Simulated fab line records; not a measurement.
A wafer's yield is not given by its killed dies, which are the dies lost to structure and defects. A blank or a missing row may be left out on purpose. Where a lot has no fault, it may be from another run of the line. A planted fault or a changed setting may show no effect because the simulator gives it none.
Chamber matching ; flow sky130 ; rie_si-02 running SKY_FIELD_ISO_ETCH_17: 4 sister chambers
The step etches Si in HBr/Cl2/O2, target depth 342 nm, time 97.7 s. 20 wafers are shown with their chamber, then 10 later ones without.

== WAFERS, EACH WITH ITS CHAMBER ==
wafer;chamber;drypump_motor_current_A (A);oes_product_au (a.u.);throttle_valve_pct (%)
L672.1;2;6.1;1.008;25.664
L672.2;3;6.7;0.987;25.647
L672.5;2;6.1;1.011;25.644
L673.1;2;6.0;1.021;25.643
L673.4;1;5.1;0.986;25.670
L673.5;2;6.1;1.016;25.638
L676.2;0;5.3;0.982;25.651
L676.4;3;6.7;0.976;25.661
L676.6;0;5.4;0.977;25.661
L678.3;3;6.7;0.978;25.682
L678.4;2;6.0;1.012;25.635
L678.5;3;6.7;0.974;25.669
L680.1;0;5.3;0.980;25.659
L680.4;2;6.1;1.008;25.645
L680.5;1;5.0;0.997;25.669
L681.2;1;5.1;0.985;25.670
L681.3;3;6.7;0.971;25.673
L681.5;1;5.1;0.999;25.664
L685.2;0;5.3;0.983;25.669
L685.3;1;5.1;1.009;25.660

SIGNATURES, as means of the wafers listed above
reading;chamber 0;chamber 1;chamber 2;chamber 3;scatter within a chamber
drypump_motor_current_A;5.325;5.080;6.067;6.700;0.0425
oes_product_au;0.98050;0.99520;1.01267;0.97720;0.00658
throttle_valve_pct;25.66000;25.66660;25.64483;25.66640;0.00954
Rule: for each reading, subtract the chamber's mean from the wafer's reading, divide by that reading's scatter and square the result; add these up over the readings and take the root, which gives the wafer's distance from the chamber. The wafer belongs to the nearest chamber; if the next one is less than 2 further off, it can't be placed. The scatter is the square root of a quotient: the sum, over the shown wafers, of each reading's squared deviation from its chamber's mean, divided by wafers minus chambers.

== WAFERS WITHOUT THEIR CHAMBER ==
wafer;drypump_motor_current_A (A);oes_product_au (a.u.);throttle_valve_pct (%)
L685.6;6.7;1.005;25.667
L686.2;5.1;0.989;25.673
L686.3;5.3;0.977;25.685
L686.4;6.7;0.989;25.672
L687.1;5.1;0.996;25.685
L687.2;5.4;0.982;25.676
L687.6;5.1;0.978;25.688
L690.1;5.4;0.983;25.683
L690.3;5.3;0.986;25.662
L690.6;6.7;0.986;25.664

== EACH ONE'S CHAMBER ==
wafer;from the rows above;in truth
L685.6;3;3
L686.2;1;1
L686.3;0;0
L686.4;3;3
L687.1;1;1
L687.2;0;0
L687.6;1;1
L690.1;0;0
L690.3;0;0
L690.6;3;3
Placed correctly: 10 of 10. Can't be placed from these rows: 0. 0 placed wrongly.
